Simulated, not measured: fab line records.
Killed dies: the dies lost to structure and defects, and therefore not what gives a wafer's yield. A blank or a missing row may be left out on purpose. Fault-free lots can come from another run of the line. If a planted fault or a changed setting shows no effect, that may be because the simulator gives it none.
fab line records | flow sky130 | part 2 of 2: steps 34 to 43 of 43
[record] lots = 5 | wafers = 15 | last_day = 48
route steps=708 shown VT_ADJUST_PCH@148 SONOS_TUNNEL@154 SONOS_ONO@168 GATE_OXIDE@187
lots that met no fault: taken from a fault-free run of the same line
start_h: the number of hours between the record's first day and the start of the first shown wafer of the lot | wait_h: hours from the lot's prior step to this one | " the same as in the row above | L1.1+2: several wafers, shown together as one row | - value missing, or start not given | * or withheld: withheld | < > ~ a bound
route shown NAME@n: a module of which the file shows steps, and the number in the route of the first | usual: mean and standard deviation over wafers with no fault | same: alike in all rows | chamber/n: place in a boat | sites: the reading at each site | _std_site: how widely they spread, as a standard deviation | _edge_site: the outer-site mean with the inner-site mean subtracted | radius_mm: for every site, how far away it sits from the centre of the wafer | mask NAME#n: copy n | behind: the last tool/chamber to shape the wafer | hold: why the lot went on hold/how many hours it stayed there/how the hold came to an end | device: whichever transistor did not switch (one of n, p or np) | end of line: the tests these same wafers got at the end of their route | where a step has no rows: the recipe by itself | killed: not the wafer's yield, but the dies lost to structure and defects at the first sort | map: shows each die of a wafer: x if killed, . if not, _ if none is there
set.NAME: the run value of the setting; set.NAME@STEP: its run value at that earlier step | model.NAME: the simulator's own value behind a step, which no gauge read
lots seen at some steps along the route; tables by step, rows by wafer
services: the hour from which a tool's chamber was out of use, counted from the record's first day as start_h (under 0 if before that day), plus the number of hours and why
[[steps]]
[step SKY_SONOS_ONO_CD_MEAS_13]
[recipe] target_cd_nm = 410
[usual] cd_nm = 410.5/2.5
lot.wafer | tool      | chamber | start_h | wait_h | cd_nm
L077.2    | cd_sem-01 | -       | 304.49  | 0.1    | 409.4
L077.3    | "         | -       | "       | "      | 411.0
L077.6    | "         | -       | "       | "      | 410.8
L080.1    | cd_sem-01 | -       | 328.90  | 0.2    | 410.7
L080.4    | "         | -       | "       | "      | 409.0
L080.6    | "         | -       | "       | "      | 408.0
L081.1    | cd_sem-02 | -       | 335.12  | 0.1    | 413.4
L081.2    | "         | -       | "       | "      | 413.7
L081.6    | "         | -       | "       | "      | 414.1
L083.3    | cd_sem-01 | -       | 353.76  | 0.1    | 409.1
L083.4    | "         | -       | "       | "      | 409.0
L083.5    | "         | -       | "       | "      | 411.4
L085.3    | cd_sem-01 | -       | 375.34  | 0.1    | 410.2
L085.4    | "         | -       | "       | "      | 410.1
L085.5    | "         | -       | "       | "      | 411.2
[step SKY_SONOS_ONO_OVL_MEAS_14]
[usual] SONOS_ONO_OVL = 1.0/1.5
lot.wafer | tool       | chamber | start_h | wait_h | SONOS_ONO_OVL[nm]
L077.2    | overlay-01 | -       | 304.59  | 0.1    | 0.5
L077.3    | "          | -       | "       | "      | 0.8
L077.6    | "          | -       | "       | "      | 0.8
L080.1    | overlay-02 | -       | 329.02  | 0.1    | 2.6
L080.4    | "          | -       | "       | "      | 0.9
L080.6    | "          | -       | "       | "      | 2.5
L081.1    | overlay-02 | -       | 335.24  | 0.1    | 1.4
L081.2    | "          | -       | "       | "      | -0.9
L081.6    | "          | -       | "       | "      | 0.2
L083.3    | overlay-02 | -       | 353.85  | 0.1    | 0.2
L083.4    | "          | -       | "       | "      | -0.2
L083.5    | "          | -       | "       | "      | -0.5
L085.3    | overlay-02 | -       | 375.44  | 0.1    | 2.0
L085.4    | "          | -       | "       | "      | 3.7
L085.5    | "          | -       | "       | "      | 2.4
[step SKY_SONOS_ONO_ETCH_15]
[recipe] target_depth_nm = 19.52 | chemistry = CHF3/O2 | source_w = 600 | bias_w = 200 | pressure_mtorr = 40 | chf3_flow_sccm = 50 | O2_flow_sccm = 5 | time_s = 7.8
[usual] drypump_motor_current_A = 5.7/0.54 | oes_product_au = 1.001/0.0098 | throttle_valve_pct = 8.825/0.01
lot.wafer | tool        | chamber | start_h | wait_h | drypump_motor_current_A | oes_product_au | rf_hours_counter_h | throttle_valve_pct
L077.2    | rie_diel-02 | 0       | 304.62  | 0.0    | 5.9                     | 1.013          | 80                 | 8.827
L077.3    | "           | 3       | "       | "      | 6.2                     | 1.000          | 3                  | 8.832
L077.6    | "           | 1       | "       | "      | 6.0                     | 1.001          | -                  | 8.835
L080.1    | rie_diel-01 | 0       | 329.06  | 0.0    | 6.5                     | 0.994          | 0                  | 8.824
L080.4    | "           | 2       | "       | "      | 5.3                     | 1.012          | 7                  | 8.823
L080.6    | "           | 0       | "       | "      | 6.5                     | 0.988          | -                  | 8.819
L081.1    | rie_diel-03 | 1       | 335.27  | 0.0    | 5.7                     | 1.005          | 80                 | 8.803
L081.2    | "           | 2       | "       | "      | 5.7                     | 0.992          | 10                 | 8.822
L081.6    | "           | 3       | "       | "      | 5.4                     | 0.991          | -                  | 8.835
L083.3    | rie_diel-02 | 1       | 353.87  | 0.0    | 6.0                     | 1.001          | 81                 | 8.829
L083.4    | "           | 2       | "       | "      | 6.3                     | 1.020          | 70                 | 8.838
L083.5    | "           | 3       | "       | "      | 6.1                     | 0.993          | -                  | 8.839
L085.3    | rie_diel-01 | 0       | 375.46  | 0.0    | 6.5                     | 1.004          | 1                  | 8.834
L085.4    | "           | 3       | "       | "      | 5.3                     | 1.002          | 89                 | 8.840
L085.5    | "           | 2       | "       | "      | 5.3                     | 1.007          | -                  | 8.824
[step SKY_SONOS_ONO_WET_ETCH_16]
[recipe] chemistry = dHF | target_depth_nm = 14 | dry = n2_spin | target = SiO2 | dilution = 100:1 | temp_c = 25 | time_s = 280
lot.wafer  | tool         | chamber | start_h | wait_h
L077.2+3+6 | wet_bench-02 | 1       | 304.64  | 0.0
L080.1+4+6 | wet_bench-02 | 2       | 329.08  | 0.0
L081.1+2+6 | wet_bench-02 | 0       | 335.30  | 0.0
L083.3+4+5 | wet_bench-01 | 1       | 353.89  | 0.0
L085.3+4+5 | wet_bench-01 | 0       | 375.48  | 0.0
[step SKY_SONOS_ONO_STRIP_17]
[recipe] chemistry = O2/N2 | power_w = 1400 | pressure_mtorr = 1500 | platen_temp_c = withheld | o2_flow_sccm = 3000 | n2_flow_sccm = 300 | overash_fraction = 0.5
[usual] drypump_motor_current_A = 5.15/0.22 | oes_product_au = 0.710/0.0042 | strip_time_to_endpoint_s = 14.10/0.048
lot.wafer | tool            | chamber | start_h | wait_h | drypump_motor_current_A | oes_product_au | rf_hours_counter_h | strip_time_to_endpoint_s
L077.2    | plasma_asher-04 | 1       | 304.73  | 0.0    | 4.92                    | 0.710          | 18                 | 14.17
L077.3    | "               | 1       | "       | "      | 4.92                    | 0.709          | -                  | 14.16
L077.6    | "               | 1       | "       | "      | 4.91                    | 0.713          | -                  | 14.15
L080.1    | plasma_asher-02 | 0       | 329.16  | 0.0    | 4.75                    | 0.706          | 53                 | 14.10
L080.4    | "               | 1       | "       | "      | 5.03                    | 0.716          | -                  | 14.09
L080.6    | "               | 1       | "       | "      | 5.04                    | 0.716          | -                  | 14.06
L081.1    | plasma_asher-04 | 1       | 335.38  | 0.0    | 4.95                    | 0.715          | 21                 | 14.11
L081.2    | "               | 0       | "       | "      | 5.44                    | 0.707          | 21                 | 14.03
L081.6    | "               | 0       | "       | "      | 5.44                    | 0.707          | -                  | 14.08
L083.3    | plasma_asher-03 | 1       | 354.01  | 0.0    | 5.30                    | 0.706          | -                  | 13.99
L083.4    | "               | 0       | "       | "      | 5.12                    | 0.716          | -                  | 14.01
L083.5    | "               | 1       | "       | "      | 5.32                    | 0.714          | -                  | 14.04
L085.3    | plasma_asher-04 | 0       | 375.60  | 0.0    | 5.44                    | 0.710          | -                  | 14.07
L085.4    | "               | 1       | "       | "      | 4.91                    | 0.705          | -                  | 14.16
L085.5    | "               | 1       | "       | "      | 4.91                    | 0.723          | -                  | 14.10
[step SKY_SONOS_ONO_WET_ETCH_18]
[recipe] chemistry = H3PO4 | target_depth_nm = 15 | target = Si3N4 | temp_c = 160 | time_s = 172
[usual] bath_guard_temp_C = 159.5/0.42
lot.wafer | tool         | chamber | start_h | wait_h | bath_guard_temp_C
L077.2    | wet_bench-01 | 1       | 304.83  | 0.1    | 159.3
L077.3    | "            | 1       | "       | "      | 159.2
L077.6    | "            | 1       | "       | "      | 159.5
L080.1    | wet_bench-03 | 2       | 329.26  | 0.1    | 158.4
L080.4    | "            | 2       | "       | "      | 158.9
L080.6    | "            | 2       | "       | "      | 158.5
L081.1    | wet_bench-01 | 0       | 335.48  | 0.1    | 159.5
L081.2    | "            | 0       | "       | "      | 159.3
L081.6    | "            | 0       | "       | "      | 158.8
L083.3    | wet_bench-02 | 0       | 354.08  | 0.0    | 159.9
L083.4    | "            | 0       | "       | "      | 159.7
L083.5    | "            | 0       | "       | "      | 159.8
L085.3    | wet_bench-03 | 2       | 375.67  | 0.0    | 158.6
L085.4    | "            | 2       | "       | "      | 158.6
L085.5    | "            | 2       | "       | "      | 158.4
[step SKY_GATE_OXIDE_CLEAN_00]
[recipe] chemistry = SC1/SC2 | mix = 1:4:20 | temp_c = 70 | time_s = 150 | dry = n2_spin
[usual] bath_guard_temp_C = 69.5/0.52
lot.wafer | tool         | chamber | start_h | wait_h | bath_guard_temp_C
L077.2    | wet_bench-02 | 0       | 304.89  | 0.0    | 69.6
L077.3    | "            | 0       | "       | "      | 69.9
L077.6    | "            | 0       | "       | "      | 69.9
L080.1    | wet_bench-01 | 1       | 329.32  | 0.0    | 69.1
L080.4    | "            | 1       | "       | "      | 69.7
L080.6    | "            | 1       | "       | "      | 69.1
L081.1    | wet_bench-03 | 2       | 335.54  | 0.0    | 68.3
L081.2    | "            | 2       | "       | "      | 68.9
L081.6    | "            | 2       | "       | "      | 68.3
L083.3    | wet_bench-03 | 1       | 354.14  | 0.0    | 69.8
L083.4    | "            | 1       | "       | "      | 69.8
L083.5    | "            | 1       | "       | "      | 69.6
L085.3    | wet_bench-02 | 0       | 375.72  | 0.0    | 69.4
L085.4    | "            | 0       | "       | "      | 69.8
L085.5    | "            | 0       | "       | "      | 69.6
[step SKY_GATE_OXIDE_OXIDATION_01]
[recipe] temp_c = 900 | ambient = O2 | stabilise_s = 600 | purge_s = 300 | target_thk_a = 102.68 | ox_time_s = 1473
[usual] zone_power_bottom_pct = 26.0/2
lot.wafer | tool       | chamber | start_h | wait_h | zone_power_bottom_pct
L077.2    | furnace-02 | 0       | 306.57  | 1.6    | 24.1
L077.3    | "          | 0       | "       | "      | 24.3
L077.6    | "          | 0       | "       | "      | 24.5
L080.1    | furnace-01 | 0       | 330.09  | 0.7    | 28.7
L080.4    | "          | 0       | "       | "      | 28.4
L080.6    | "          | 0       | "       | "      | 28.9
L081.1    | furnace-01 | 0       | 336.30  | 0.7    | 28.3
L081.2    | "          | 0       | "       | "      | 28.0
L081.6    | "          | 0       | "       | "      | 28.6
L083.3    | furnace-02 | 0       | 354.66  | 0.5    | 24.7
L083.4    | "          | 0       | "       | "      | 23.9
L083.5    | "          | 0       | "       | "      | 24.4
L085.3    | furnace-02 | 0       | 376.63  | 0.9    | 24.6
L085.4    | "          | 0       | "       | "      | 24.5
L085.5    | "          | 0       | "       | "      | 24.2
[step SKY_GATE_OXIDE_THK_MEAS_02]
[recipe] reads = SiO2_of_GATE_OXIDE_OXIDATION_01
[usual] GATE_OXIDE_OXIDATION_00_THK = 10.29/0.18
lot.wafer | tool          | chamber | start_h | wait_h | GATE_OXIDE_OXIDATION_00_THK[nm]
L077.2    | film_metro-03 | -       | 307.99  | 0.0    | 10.23
L077.3    | "             | -       | "       | "      | 10.06
L077.6    | "             | -       | "       | "      | 10.11
L080.1    | film_metro-04 | -       | 331.50  | 0.0    | 10.28
L080.4    | "             | -       | "       | "      | 10.17
L080.6    | "             | -       | "       | "      | 10.06
L081.1    | film_metro-04 | -       | 337.71  | 0.0    | 10.41
L081.2    | "             | -       | "       | "      | 10.26
L081.6    | "             | -       | "       | "      | 10.40
L083.3    | film_metro-04 | -       | 356.09  | 0.0    | 10.13
L083.4    | "             | -       | "       | "      | 9.98
L083.5    | "             | -       | "       | "      | 10.21
L085.3    | film_metro-02 | -       | 378.06  | 0.0    | 10.47
L085.4    | "             | -       | "       | "      | 10.50
L085.5    | "             | -       | "       | "      | 10.76
[step SKY_GATE_OXIDE_DEHYDRATE_03]
[recipe] temp_c = 200 | time_s = 60
lot.wafer  | tool           | chamber | start_h | wait_h
L077.2+3+6 | litho_track-01 | 0       | 319.98  | 12.0
L080.1+4+6 | litho_track-02 | 0       | 344.72  | 13.2
L081.1+2+6 | litho_track-04 | 0       | 349.98  | 12.3
L083.3+4+5 | litho_track-02 | 0       | 370.02  | 13.9
L085.3+4+5 | litho_track-02 | 0       | 392.47  | 14.4
[[services]]
tool             | chamber | start_h | hours | kind
furnace-02       | -       | 226.63  | 3.3   | pm
rie_diel-03      | 2       | 237.13  | 1.7   | repair
rie_diel-01      | -       | 246.32  | 0.6   | repair
rie_diel-02      | 3       | 247.78  | 8.9   | repair
rie_diel-01      | 2       | 247.94  | 12.2  | repair
iline_stepper-02 | -       | 251.56  | 1.7   | pm
lpcvd-03         | -       | 254.56  | 14.6  | pm
plasma_asher-01  | -       | 263.81  | 0.4   | repair
rie_diel-02      | 3       | 264.95  | 3.4   | repair
implanter-02     | -       | 267.70  | 4.0   | pm
rie_diel-03      | 3       | 272.13  | 4.3   | repair
furnace-01       | -       | 279.08  | 4.1   | pm
implanter-04     | -       | 279.72  | 2.3   | pm
furnace-01       | -       | 294.05  | 4.4   | pm
rie_diel-02      | -       | 303.53  | 0.1   | repair
rie_diel-01      | 0       | 308.55  | 12.6  | repair
plasma_asher-02  | -       | 320.15  | 2.8   | pm
iline_stepper-01 | -       | 324.92  | 1.7   | pm
implanter-01     | -       | 326.87  | 0.7   | repair
implanter-01     | -       | 330.58  | 2.6   | repair
plasma_asher-02  | -       | 334.47  | 5.1   | repair
wet_bench-04     | -       | 374.74  | 1.4   | repair
implanter-04     | -       | 378.95  | 4.4   | pm
implanter-04     | -       | 389.67  | 2.3   | repair
